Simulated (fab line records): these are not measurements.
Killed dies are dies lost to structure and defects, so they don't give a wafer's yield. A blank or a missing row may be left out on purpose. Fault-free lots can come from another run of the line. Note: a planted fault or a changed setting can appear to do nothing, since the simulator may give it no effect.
fab line records	flow sky130
record: lots: 24	wafers: 72	last_day: 50
route steps=708 shown PWDE@55 CONTACT@422 METAL1@449 METAL3@569 VIA3@588
lots that met no fault: taken from a fault-free run of the same line
start_h: start of the lot's first displayed wafer, in hours after the record's first day	wait_h: hours elapsed since this lot's preceding step	" the same as in the row above	L1.1+2: several wafers, shown together as one row	- either no value or no given start	* or withheld: withheld	< > ~ a bound
route shown NAME@n: NAME is a module with steps in the file, n the number in the route of the first one	usual: mean/standard deviation of fault-free wafers	same: alike in all rows	chamber/n: place in a boat	sites: each site's reading	_std_site: standard deviation across them	_edge_site: outer sites' mean less inner sites'	radius_mm: how far each site lies from the wafer's centre	mask NAME#n: copy n	behind: tool/chamber where the wafer was last shaped	hold: cause of the lot's hold/its duration in hours/its outcome	device: whichever transistor did not switch (one of n, p or np)	end of line: the route-end tests of the same wafers	for a step that has no rows: nothing shown but its recipe	killed: at the first sort, the dies lost to defects and structure; wafer yield is something else	map: a wafer's dies, marking killed ones x, the rest . and places with no die _
set.NAME: the run value of the setting; set.NAME@STEP: its run value at that earlier step	model.NAME: the simulator's own value behind a step, which no gauge read
one table for each step of the route and one row for each wafer, over a sample of lots
services: from which hour (start_h, from the record's first day; less than 0 if before it) a tool's chamber was out of use, for how many hours, and why
== steps ==
step: SKY_PWDE_TW_MEAS_10
usual: PWDE_TW: 375/5.5
lot.wafer	tool	chamber	start_h	wait_h	PWDE_TW
L074.1	film_metro-02	-	72.47	0.1	371
L074.5	"	-	"	"	371
L074.6	"	-	"	"	371
L075.3	film_metro-02	-	76.84	0.1	371
L075.4	"	-	"	"	371
L075.5	"	-	"	"	372
L076.2	film_metro-01	-	80.89	0.1	368
L076.5	"	-	"	"	372
L076.6	"	-	"	"	369
L077.1	film_metro-03	-	88.37	0.1	380
L077.2	"	-	"	"	381
L077.4	"	-	"	"	381
L078.1	film_metro-01	-	93.53	0.1	367
L078.2	"	-	"	"	370
L078.4	"	-	"	"	367
L079.1	film_metro-03	-	97.17	0.1	381
L079.4	"	-	"	"	382
L079.5	"	-	"	"	382
L080.1	film_metro-01	-	101.55	0.1	370
L080.2	"	-	"	"	371
L080.5	"	-	"	"	373
L081.2	film_metro-03	-	108.81	0.1	379
L081.3	"	-	"	"	382
L081.5	"	-	"	"	381
L082.1	film_metro-03	-	113.10	0.1	382
L082.2	"	-	"	"	381
L082.4	"	-	"	"	381
L083.1	film_metro-03	-	123.90	0.1	382
L083.4	"	-	"	"	381
L083.6	"	-	"	"	380
L084.4	film_metro-03	-	124.71	0.1	382
L084.5	"	-	"	"	380
L084.6	"	-	"	"	381
L085.1	film_metro-03	-	129.92	0.1	380
L085.2	"	-	"	"	382
L085.6	"	-	"	"	382
L086.2	film_metro-03	-	134.53	0.1	381
L086.4	"	-	"	"	383
L086.5	"	-	"	"	381
L087.1	film_metro-02	-	139.05	0.1	372
L087.3	"	-	"	"	372
L087.4	"	-	"	"	371
L088.1	film_metro-01	-	152.07	0.1	370
L088.2	"	-	"	"	371
L088.3	"	-	"	"	369
L089.3	film_metro-01	-	159.52	0.1	372
L089.5	"	-	"	"	373
L089.6	"	-	"	"	371
L090.3	film_metro-02	-	160.52	0.1	374
L090.5	"	-	"	"	372
L090.6	"	-	"	"	372
L091.1	film_metro-02	-	165.17	0.1	372
L091.3	"	-	"	"	371
L091.6	"	-	"	"	371
L092.3	film_metro-01	-	172.27	0.1	368
L092.5	"	-	"	"	368
L092.6	"	-	"	"	368
L093.1	film_metro-02	-	175.72	0.1	374
L093.3	"	-	"	"	374
L093.4	"	-	"	"	374
L094.1	film_metro-03	-	183.73	0.1	379
L094.3	"	-	"	"	378
L094.6	"	-	"	"	382
L095.1	film_metro-01	-	187.58	0.1	368
L095.4	"	-	"	"	369
L095.5	"	-	"	"	368
L096.2	film_metro-02	-	192.19	0.1	374
L096.3	"	-	"	"	373
L096.6	"	-	"	"	374
L097.3	film_metro-03	-	195.05	0.1	382
L097.4	"	-	"	"	382
L097.6	"	-	"	"	383
step: SKY_CONTACT_ETCH_16
recipe: chemistry: N2/H2	target: BARC	ion_energy_ev: 192.3	source_w: 500	bias_w: 100	pressure_mtorr: 30	n2_flow_sccm: 100	h2_flow_sccm: 200	stop_on: SiO2	time_s: 45.9	target_depth_a: 600
usual: drypump_motor_current_A: 5.6/0.49	n2_flow_sccm: 100.0/0.3	oes_product_au: 0.855/0.0044	throttle_valve_pct: 13.224/0.0088
lot.wafer	tool	chamber	start_h	wait_h	drypump_motor_current_A	n2_flow_sccm	oes_product_au	rf_hours_counter_h	throttle_valve_pct
L074.1	rie_diel-02	0	738.57	0.0	5.1	100.1	0.855	9	13.238
L074.5	"	2	"	"	5.6	100.2	0.858	-	13.220
L074.6	"	3	"	"	6.6	100.0	0.853	-	13.240
L075.3	rie_diel-03	1	745.17	0.0	5.6	100.6	0.849	21	13.212
L075.4	"	3	"	"	5.8	99.9	0.858	18	13.220
L075.5	"	2	"	"	4.6	99.9	0.857	-	13.217
L076.2	rie_diel-03	2	752.41	0.0	4.7	99.8	0.855	16	13.227
L076.5	"	2	"	"	4.6	100.0	0.860	-	13.235
L076.6	"	1	"	"	5.6	100.5	0.843	-	13.234
L077.1	rie_diel-02	0	757.31	0.0	5.1	100.5	0.850	9	13.223
L077.2	"	2	"	"	5.6	99.9	0.853	27	13.222
L077.4	"	2	"	"	5.5	100.0	0.857	-	13.241
L078.1	rie_diel-01	1	769.11	0.0	5.7	99.5	0.852	7	13.217
L078.2	"	0	"	"	6.0	99.2	0.854	20	13.224
L078.4	"	2	"	"	5.9	99.9	0.853	3	13.231
L079.1	rie_diel-03	0	774.90	0.0	5.9	99.7	0.850	24	13.229
L079.4	"	3	"	"	5.8	100.1	0.856	19	13.221
L079.5	"	1	"	"	5.6	99.7	0.857	-	13.218
L080.1	rie_diel-01	0	783.22	0.0	6.0	99.2	0.855	20	13.227
L080.2	"	1	"	"	5.7	100.1	0.856	7	13.228
L080.5	"	3	"	"	5.6	100.2	0.854	-	13.209
L081.2	rie_diel-03	2	794.82	0.0	4.6	100.2	0.857	17	13.216
L081.3	"	1	"	"	5.6	100.0	0.853	23	13.229
L081.5	"	2	"	"	4.6	100.1	0.850	-	13.221
L082.1	rie_diel-01	1	803.42	0.0	5.7	99.8	0.853	8	13.213
L082.2	"	0	"	"	6.0	100.1	0.855	21	13.235
L082.4	"	2	"	"	5.9	99.9	0.852	4	13.223
L083.1	rie_diel-03	2	815.02	0.0	4.6	100.3	0.860	18	13.218
L083.4	"	1	"	"	5.6	99.9	0.856	23	13.216
L083.6	"	0	"	"	5.9	99.6	0.860	-	13.212
L084.4	rie_diel-02	0	815.96	0.0	5.0	99.8	0.853	11	13.213
L084.5	"	1	"	"	5.1	100.4	0.861	-	13.223
L084.6	"	2	"	"	5.6	99.8	0.857	-	13.224
L085.1	rie_diel-02	0	824.10	0.0	5.1	99.7	0.852	11	13.212
L085.2	"	1	"	"	5.1	99.9	0.860	2	13.207
L085.6	"	0	"	"	5.0	99.7	0.859	-	13.215
L086.2	rie_diel-03	0	827.87	0.0	5.9	99.6	0.853	26	13.224
L086.4	"	1	"	"	5.6	100.3	0.853	24	13.229
L086.5	"	2	"	"	4.6	100.0	0.851	-	13.231
L087.1	rie_diel-02	1	833.32	0.0	5.1	99.8	0.858	2	13.240
L087.3	"	0	"	"	5.1	99.6	0.849	11	13.229
L087.4	"	2	"	"	5.6	100.2	0.857	29	13.238
L088.1	rie_diel-03	3	850.87	0.0	5.8	99.6	0.857	21	13.237
L088.2	"	0	"	"	5.9	100.3	0.856	26	13.234
L088.3	"	2	"	"	4.6	100.5	0.851	19	13.222
L089.3	rie_diel-02	0	862.07	0.0	5.1	99.8	0.851	13	13.208
L089.5	"	3	"	"	6.5	100.3	0.851	-	13.218
L089.6	"	0	"	"	5.0	99.8	0.853	-	13.225
L090.3	rie_diel-01	2	862.77	0.0	5.9	100.5	0.845	6	13.219
L090.5	"	2	"	"	5.9	100.4	0.855	-	13.214
L090.6	"	1	"	"	5.7	100.0	0.846	-	13.217
L091.1	rie_diel-01	2	870.66	0.0	5.9	100.0	0.854	6	13.225
L091.3	"	3	"	"	5.6	100.4	0.858	14	13.224
L091.6	"	3	"	"	5.6	100.1	0.849	-	13.240
L092.3	rie_diel-01	3	877.56	0.0	5.6	99.5	0.849	15	13.217
L092.5	"	2	"	"	5.9	100.5	0.855	-	13.219
L092.6	"	3	"	"	5.5	100.3	0.862	-	13.234
L093.1	rie_diel-02	1	880.71	0.0	5.1	100.1	0.853	4	13.210
L093.3	"	3	"	"	6.5	100.1	0.853	9	13.224
L093.4	"	0	"	"	5.1	100.1	0.857	13	13.233
L094.1	rie_diel-01	2	891.01	0.0	5.9	100.0	0.857	7	13.217
L094.3	"	3	"	"	5.6	99.7	0.855	15	13.227
L094.6	"	3	"	"	5.5	100.2	0.854	-	13.234
L095.1	rie_diel-01	1	892.17	0.0	5.7	100.4	0.862	10	13.233
L095.4	"	3	"	"	5.6	99.7	0.850	15	13.212
L095.5	"	0	"	"	6.0	100.4	0.853	-	13.230
L096.2	rie_diel-03	3	899.37	0.0	5.9	100.2	0.863	23	13.216
L096.3	"	0	"	"	6.0	99.7	0.858	28	13.215
L096.6	"	1	"	"	5.6	99.8	0.853	-	13.223
L097.3	rie_diel-03	2	901.57	0.0	4.7	99.9	0.857	21	13.208
L097.4	"	0	"	"	6.0	99.8	0.863	28	13.241
L097.6	"	0	"	"	5.9	100.0	0.851	-	13.221
step: SKY_CONTACT_ETCH_17
recipe: target: SiO2	chemistry: C4F8/O2/Ar	stop_on: Si3N4	mask_material: KrF-thick	source_w: 1500	bias_w: 1200	pressure_mtorr: 40	c4f8_flow_sccm: withheld	O2_flow_sccm: 6	Ar_flow_sccm: 300	time_s: withheld	target_depth_a: 3400
usual: oes_product_au: 0.892/0.0051
lot.wafer	tool	chamber	start_h	wait_h	oes_product_au
L074.1	rie_diel-02	0	738.61	0.0	0.895
L074.5	"	2	"	"	0.885
L074.6	"	3	"	"	0.897
L075.3	rie_diel-03	1	745.21	0.0	0.889
L075.4	"	3	"	"	0.896
L075.5	"	2	"	"	0.888
L076.2	rie_diel-03	2	752.45	0.0	0.895
L076.5	"	2	"	"	0.888
L076.6	"	1	"	"	0.892
L077.1	rie_diel-02	0	757.35	0.0	0.890
L077.2	"	2	"	"	0.887
L077.4	"	2	"	"	0.905
L078.1	rie_diel-01	1	769.15	0.0	0.897
L078.2	"	0	"	"	0.887
L078.4	"	2	"	"	0.891
L079.1	rie_diel-03	0	774.94	0.0	0.897
L079.4	"	3	"	"	0.897
L079.5	"	1	"	"	0.895
L080.1	rie_diel-01	0	783.26	0.0	0.895
L080.2	"	1	"	"	0.896
L080.5	"	3	"	"	0.892
L081.2	rie_diel-03	2	794.86	0.0	0.888
L081.3	"	1	"	"	0.888
L081.5	"	2	"	"	0.887
L082.1	rie_diel-01	1	803.46	0.0	0.895
L082.2	"	0	"	"	0.892
L082.4	"	2	"	"	0.887
L083.1	rie_diel-03	2	815.06	0.0	0.888
L083.4	"	1	"	"	0.884
L083.6	"	0	"	"	0.890
L084.4	rie_diel-02	0	816.00	0.0	0.888
L084.5	"	1	"	"	0.882
L084.6	"	2	"	"	0.900
L085.1	rie_diel-02	0	824.14	0.0	0.895
L085.2	"	1	"	"	0.895
L085.6	"	0	"	"	0.893
L086.2	rie_diel-03	0	827.91	0.0	0.897
L086.4	"	1	"	"	0.889
L086.5	"	2	"	"	0.898
L087.1	rie_diel-02	1	833.36	0.0	0.894
L087.3	"	0	"	"	0.889
L087.4	"	2	"	"	0.889
L088.1	rie_diel-03	3	850.91	0.0	0.898
L088.2	"	0	"	"	0.893
L088.3	"	2	"	"	0.893
L089.3	rie_diel-02	0	862.11	0.0	0.894
L089.5	"	3	"	"	0.891
L089.6	"	0	"	"	0.888
L090.3	rie_diel-01	2	862.81	0.0	0.887
L090.5	"	2	"	"	0.897
L090.6	"	1	"	"	0.896
L091.1	rie_diel-01	2	870.70	0.0	0.893
L091.3	"	3	"	"	0.890
L091.6	"	3	"	"	0.899
L092.3	rie_diel-01	3	877.60	0.0	0.896
L092.5	"	2	"	"	0.889
L092.6	"	3	"	"	0.887
L093.1	rie_diel-02	1	880.75	0.0	0.886
L093.3	"	3	"	"	0.895
L093.4	"	0	"	"	0.891
L094.1	rie_diel-01	2	891.05	0.0	0.893
L094.3	"	3	"	"	0.895
L094.6	"	3	"	"	0.896
L095.1	rie_diel-01	1	892.21	0.0	0.898
L095.4	"	3	"	"	0.894
L095.5	"	0	"	"	0.897
L096.2	rie_diel-03	3	899.41	0.0	0.899
L096.3	"	0	"	"	0.896
L096.6	"	1	"	"	0.890
L097.3	rie_diel-03	2	901.61	0.0	0.893
L097.4	"	0	"	"	0.898
L097.6	"	0	"	"	0.894
step: SKY_METAL1_CD_MEAS_15
recipe: target_cd_nm: 140
usual: cd_nm: 139.8/1.7
lot.wafer	tool	chamber	start_h	wait_h	cd_nm
L074.1	cd_sem-02	-	767.16	-	141.4
L074.5	"	-	"	"	140.2
L074.6	"	-	"	"	142.0
L075.3	cd_sem-02	-	774.14	-	140.2
L075.4	"	-	"	"	139.2
L075.5	"	-	"	"	140.5
L076.2	cd_sem-01	-	780.42	-	141.3
L076.5	"	-	"	"	139.5
L076.6	"	-	"	"	138.8
L077.1	cd_sem-02	-	785.76	-	139.8
L077.2	"	-	"	"	139.4
L077.4	"	-	"	"	139.6
L078.1	cd_sem-02	-	796.56	-	141.0
L078.2	"	-	"	"	140.7
L078.4	"	-	"	"	140.7
L079.1	cd_sem-02	-	803.61	-	139.5
L079.4	"	-	"	"	138.5
L079.5	"	-	"	"	138.8
L080.1	cd_sem-01	-	811.71	-	141.3
L080.2	"	-	"	"	139.5
L080.5	"	-	"	"	139.6
L081.2	cd_sem-02	-	822.60	-	140.5
L081.3	"	-	"	"	139.4
L081.5	"	-	"	"	138.6
L082.1	cd_sem-02	-	831.61	-	142.7
L082.2	"	-	"	"	143.6
L082.4	"	-	"	"	141.9
L083.1	cd_sem-01	-	842.86	-	138.5
L083.4	"	-	"	"	137.9
L083.6	"	-	"	"	139.1
L084.4	cd_sem-01	-	843.44	-	138.7
L084.5	"	-	"	"	141.2
L084.6	"	-	"	"	139.1
L085.1	cd_sem-01	-	851.08	-	141.0
L085.2	"	-	"	"	140.2
L085.6	"	-	"	"	140.5
L086.2	cd_sem-01	-	855.45	-	138.5
L086.4	"	-	"	"	138.6
L086.5	"	-	"	"	138.8
L087.1	cd_sem-01	-	860.24	-	139.9
L087.3	"	-	"	"	140.1
L087.4	"	-	"	"	140.8
L088.1	cd_sem-02	-	878.86	-	136.0
L088.2	"	-	"	"	134.2
L088.3	"	-	"	"	136.7
L089.3	cd_sem-01	-	890.59	-	142.8
L089.5	"	-	"	"	140.7
L089.6	"	-	"	"	140.8
L090.3	cd_sem-02	-	890.92	-	139.9
L090.5	"	-	"	"	138.6
L090.6	"	-	"	"	137.9
L091.1	cd_sem-02	-	897.46	-	141.2
L091.3	"	-	"	"	140.9
L091.6	"	-	"	"	140.4
L092.3	cd_sem-02	-	903.62	-	142.1
L092.5	"	-	"	"	144.8
L092.6	"	-	"	"	140.8
L093.1	cd_sem-01	-	907.23	-	139.4
L093.3	"	-	"	"	138.7
L093.4	"	-	"	"	140.1
L094.1	cd_sem-01	-	917.72	-	139.3
L094.3	"	-	"	"	139.7
L094.6	"	-	"	"	140.7
L095.1	cd_sem-02	-	918.78	-	137.5
L095.4	"	-	"	"	137.5
L095.5	"	-	"	"	137.2
L096.2	cd_sem-01	-	925.98	-	140.9
L096.3	"	-	"	"	140.3
L096.6	"	-	"	"	141.5
L097.3	cd_sem-01	-	928.20	-	139.5
L097.4	"	-	"	"	139.2
L097.6	"	-	"	"	138.5
step: SKY_METAL3_STRIP_19
recipe: chemistry: O2/N2	power_w: 1400	pressure_mtorr: 1500	platen_temp_c: withheld	o2_flow_sccm: 3000	n2_flow_sccm: 300	overash_fraction: 0.5
usual: drypump_motor_current_A: 5.8/0.6	n2_flow_sccm: 299.8/0.89	o2_flow_sccm: 3000/9	oes_product_au: 0.500/0.0059	strip_time_to_endpoint_s: 6.49/0.089
lot.wafer	tool	chamber	start_h	wait_h	drypump_motor_current_A	n2_flow_sccm	o2_flow_sccm	oes_product_au	rf_hours_counter_h	strip_time_to_endpoint_s
L074.1	plasma_asher-03	1	906.06	0.1	6.8	300.3	3013	0.502	49	6.50
L074.5	"	1	"	"	6.8	299.8	3001	0.501	-	6.53
L074.6	"	0	"	"	5.7	298.2	2987	0.502	-	6.51
L075.3	plasma_asher-02	1	911.41	0.1	6.2	299.2	2992	0.503	-	6.56
L075.4	"	0	"	"	6.3	299.5	2999	0.502	-	6.51
L075.5	"	1	"	"	6.2	299.8	3004	0.496	-	6.47
L076.2	plasma_asher-04	0	919.18	0.1	5.0	299.4	2981	0.502	82	6.45
L076.5	"	1	"	"	5.4	300.1	3006	0.500	-	6.54
L076.6	"	0	"	"	5.0	299.5	2980	0.502	-	6.51
L077.1	plasma_asher-03	0	923.23	0.1	5.8	300.2	3017	0.499	51	6.53
L077.2	"	1	"	"	6.8	300.2	3005	0.509	51	6.44
L077.4	"	1	"	"	6.8	301.2	3006	0.500	-	6.36
L078.1	plasma_asher-04	1	934.09	0.1	5.4	301.2	3009	0.488	83	6.33
L078.2	"	0	"	"	5.0	298.6	2996	0.504	83	6.49
L078.4	"	0	"	"	5.0	299.9	3007	0.497	-	6.35
L079.1	plasma_asher-04	0	938.91	0.1	5.0	300.3	2991	0.499	83	6.52
L079.4	"	0	"	"	5.0	300.6	3012	0.490	-	6.47
L079.5	"	1	"	"	5.5	299.4	2990	0.495	-	6.40
L080.1	plasma_asher-04	1	946.64	0.3	5.4	299.5	2998	0.498	84	6.56
L080.2	"	0	"	"	5.0	299.5	3004	0.503	84	6.60
L080.5	"	0	"	"	5.0	300.0	3001	0.508	-	6.58
L081.2	plasma_asher-03	0	955.33	0.1	5.8	298.6	3010	0.491	55	6.51
L081.3	"	1	"	"	6.8	299.2	3013	0.500	-	6.49
L081.5	"	0	"	"	5.7	301.0	2999	0.502	-	6.52
L082.1	plasma_asher-03	0	965.03	0.1	5.8	299.5	2986	0.500	55	6.55
L082.2	"	1	"	"	6.8	300.5	3010	0.510	55	6.57
L082.4	"	1	"	"	6.8	301.4	3022	0.499	-	6.52
L083.1	plasma_asher-04	0	977.41	0.1	5.0	298.7	3004	0.499	87	6.52
L083.4	"	1	"	"	5.4	300.5	3011	0.508	-	6.53
L083.6	"	0	"	"	5.0	297.8	3003	0.504	-	6.50
L084.4	plasma_asher-02	0	978.84	0.1	6.3	301.0	3000	0.504	-	6.52
L084.5	"	0	"	"	6.3	301.4	3010	0.497	-	6.60
L084.6	"	1	"	"	6.2	301.2	3003	0.509	-	6.59
L085.1	plasma_asher-04	0	983.58	0.1	5.0	298.0	2996	0.505	88	6.49
L085.2	"	1	"	"	5.4	297.3	3002	0.499	88	6.48
L085.6	"	1	"	"	5.4	300.3	2993	0.506	-	6.61
L086.2	plasma_asher-04	0	987.08	0.1	5.0	299.4	3001	0.504	88	6.57
L086.4	"	0	"	"	5.0	298.5	3008	0.501	-	6.53
L086.5	"	1	"	"	5.4	300.8	3007	0.506	-	6.58
L087.1	plasma_asher-02	0	992.81	0.1	6.3	300.3	2998	0.501	117	6.53
L087.3	"	1	"	"	6.2	299.5	3009	0.501	-	6.32
L087.4	"	0	"	"	6.3	299.0	3007	0.501	-	6.50
L088.1	plasma_asher-02	1	1008.63	0.1	6.2	298.5	3006	0.504	119	6.48
L088.2	"	0	"	"	6.3	301.0	3006	0.497	119	6.38
L088.3	"	1	"	"	6.2	299.9	3006	0.507	-	6.50
L089.3	plasma_asher-02	0	1017.45	0.1	6.3	298.6	2988	0.504	-	6.44
L089.5	"	1	"	"	6.2	300.4	3002	0.496	-	6.35
L089.6	"	0	"	"	6.3	298.6	2980	0.505	-	6.52
L090.3	plasma_asher-04	0	1019.76	0.1	5.0	299.5	2996	0.496	-	6.31
L090.5	"	0	"	"	5.0	298.3	3000	0.496	-	6.30
L090.6	"	1	"	"	5.4	299.0	2996	0.504	-	6.46
L091.1	plasma_asher-03	0	1023.08	0.1	5.7	300.5	3007	0.494	62	6.44
L091.3	"	0	"	"	5.7	300.4	3001	0.496	-	6.43
L091.6	"	1	"	"	6.8	299.8	2999	0.499	-	6.45
L092.3	plasma_asher-04	0	1029.55	0.1	5.0	299.6	2997	0.493	-	6.47
L092.5	"	0	"	"	5.0	300.4	2992	0.499	-	6.48
L092.6	"	1	"	"	5.4	300.3	3014	0.496	-	6.49
L093.1	plasma_asher-03	1	1034.18	0.1	6.9	300.0	3006	0.500	63	6.49
L093.3	"	0	"	"	5.8	299.2	2999	0.498	-	6.50
L093.4	"	1	"	"	6.8	299.8	2998	0.511	-	6.58
L094.1	plasma_asher-02	1	1043.13	0.1	6.1	301.0	2997	0.497	121	6.35
L094.3	"	1	"	"	6.2	299.0	2995	0.515	-	6.58
L094.6	"	1	"	"	6.1	298.3	2992	0.500	-	6.54
L095.1	plasma_asher-02	1	1043.81	0.1	6.2	298.9	2997	0.503	121	6.59
L095.4	"	1	"	"	6.2	299.2	2994	0.507	-	6.55
L095.5	"	1	"	"	6.2	299.8	3001	0.513	-	6.61
L096.2	plasma_asher-04	0	1051.33	0.1	5.0	299.2	2983	0.504	95	6.41
L096.3	"	1	"	"	5.4	300.5	2994	0.494	-	6.63
L096.6	"	0	"	"	5.0	299.5	3002	0.492	-	6.41
L097.3	plasma_asher-02	1	1052.17	0.1	6.2	299.3	2987	0.491	-	6.48
L097.4	"	0	"	"	6.3	300.8	2993	0.499	-	6.41
L097.6	"	0	"	"	6.3	300.0	2990	0.504	-	6.55
step: SKY_VIA3_ETCH_15
recipe: target: SiO2	chemistry: C4F8/O2/Ar	target_depth_nm: 507	stop_on: TiN	mask_material: KrF-thick	source_w: 1500	bias_w: 1200	pressure_mtorr: 40	c4f8_flow_sccm: withheld	O2_flow_sccm: 6	Ar_flow_sccm: 300	time_s: 78
usual: oes_product_au: 0.945/0.0047
lot.wafer	tool	chamber	start_h	wait_h	oes_product_au	rf_hours_counter_h
L074.1	rie_diel-02	3	931.78	0.0	0.950	11
L074.5	"	1	"	"	0.950	-
L074.6	"	2	"	"	0.942	-
L075.3	rie_diel-02	3	936.80	0.0	0.941	11
L075.4	"	1	"	"	0.940	6
L075.5	"	2	"	"	0.936	-
L076.2	rie_diel-02	2	945.05	0.0	0.951	3
L076.5	"	0	"	"	0.944	-
L076.6	"	3	"	"	0.949	-
L077.1	rie_diel-02	2	948.78	0.0	0.944	3
L077.2	"	0	"	"	0.944	15
L077.4	"	1	"	"	0.946	6
L078.1	rie_diel-02	3	959.75	0.0	0.946	12
L078.2	"	0	"	"	0.945	16
L078.4	"	2	"	"	0.944	3
L079.1	rie_diel-02	0	964.51	0.0	0.947	16
L079.4	"	1	"	"	0.947	6
L079.5	"	3	"	"	0.948	-
L080.1	rie_diel-03	3	972.15	0.0	0.942	25
L080.2	"	1	"	"	0.950	28
L080.5	"	3	"	"	0.947	-
L081.2	rie_diel-01	0	980.83	0.0	0.945	27
L081.3	"	2	"	"	0.948	10
L081.5	"	3	"	"	0.952	-
L082.1	rie_diel-02	1	989.50	0.0	0.938	7
L082.2	"	2	"	"	0.948	4
L082.4	"	0	"	"	0.944	17
L083.1	rie_diel-01	0	1001.91	0.0	0.940	27
L083.4	"	1	"	"	0.951	14
L083.6	"	0	"	"	0.941	-
L084.4	rie_diel-02	2	1003.98	0.0	0.939	5
L084.5	"	2	"	"	0.946	-
L084.6	"	3	"	"	0.950	-
L085.1	rie_diel-03	2	1008.02	0.0	0.949	24
L085.2	"	0	"	"	0.950	2
L085.6	"	0	"	"	0.947	-
L086.2	rie_diel-02	0	1011.56	0.0	0.941	17
L086.4	"	2	"	"	0.945	5
L086.5	"	1	"	"	0.944	-
L087.1	rie_diel-03	2	1017.00	0.0	0.944	25
L087.3	"	0	"	"	0.938	2
L087.4	"	0	"	"	0.939	-
L088.1	rie_diel-02	0	1031.70	0.0	0.949	18
L088.2	"	2	"	"	0.946	6
L088.3	"	3	"	"	0.944	14
L089.3	rie_diel-03	3	1041.28	0.0	0.943	27
L089.5	"	2	"	"	0.948	-
L089.6	"	1	"	"	0.938	-
L090.3	rie_diel-03	1	1043.25	0.0	0.943	1
L090.5	"	2	"	"	0.949	-
L090.6	"	3	"	"	0.947	-
L091.1	rie_diel-01	1	1046.80	0.0	0.942	15
L091.3	"	3	"	"	0.940	20
L091.6	"	1	"	"	0.946	-
L092.3	rie_diel-01	1	1053.66	0.0	0.949	16
L092.5	"	2	"	"	0.941	-
L092.6	"	3	"	"	0.940	-
L093.1	rie_diel-01	2	1058.36	0.0	0.952	13
L093.3	"	3	"	"	0.946	20
L093.4	"	1	"	"	0.947	16
L094.1	rie_diel-02	3	1066.27	0.0	0.946	15
L094.3	"	2	"	"	0.945	7
L094.6	"	0	"	"	0.949	-
L095.1	rie_diel-03	1	1067.10	0.0	0.950	2
L095.4	"	2	"	"	0.940	27
L095.5	"	0	"	"	0.951	-
L096.2	rie_diel-01	3	1073.48	0.0	0.956	21
L096.3	"	3	"	"	0.951	-
L096.6	"	3	"	"	0.949	-
L097.3	rie_diel-02	0	1074.45	0.0	0.948	19
L097.4	"	3	"	"	0.946	16
L097.6	"	0	"	"	0.941	-
== services ==
tool	chamber	start_h	hours	kind
rie_diel-02	-	772.54	2.8	pm
rie_diel-02	3	778.03	3.1	repair
plasma_asher-04	-	807.57	1.1	repair
rie_diel-01	1	810.01	7.8	repair
rie_diel-01	1	827.06	4.0	repair
plasma_asher-04	-	876.46	0.5	repair
plasma_asher-04	-	887.07	1.9	repair
plasma_asher-04	-	931.17	2.8	repair
rie_diel-03	3	934.45	3.5	repair
rie_diel-01	3	940.18	12.8	repair
rie_diel-01	0	940.48	4.9	repair
rie_diel-03	-	978.99	2.0	repair
rie_diel-03	-	984.03	2.1	repair
rie_diel-01	3	991.90	7.3	repair
plasma_asher-02	-	994.68	3.6	repair
rie_diel-03	3	1002.94	18.6	repair
rie_diel-03	2	1013.79	1.8	repair
rie_diel-02	1	1014.75	3.0	repair
plasma_asher-02	-	1022.15	14.6	pm
rie_diel-03	2	1025.93	4.0	repair
rie_diel-03	0	1037.84	11.7	repair
rie_diel-01	1	1038.67	1.5	repair
plasma_asher-02	-	1055.25	9.0	pm
rie_diel-01	2	1072.74	3.2	repair
== key ==
fault none
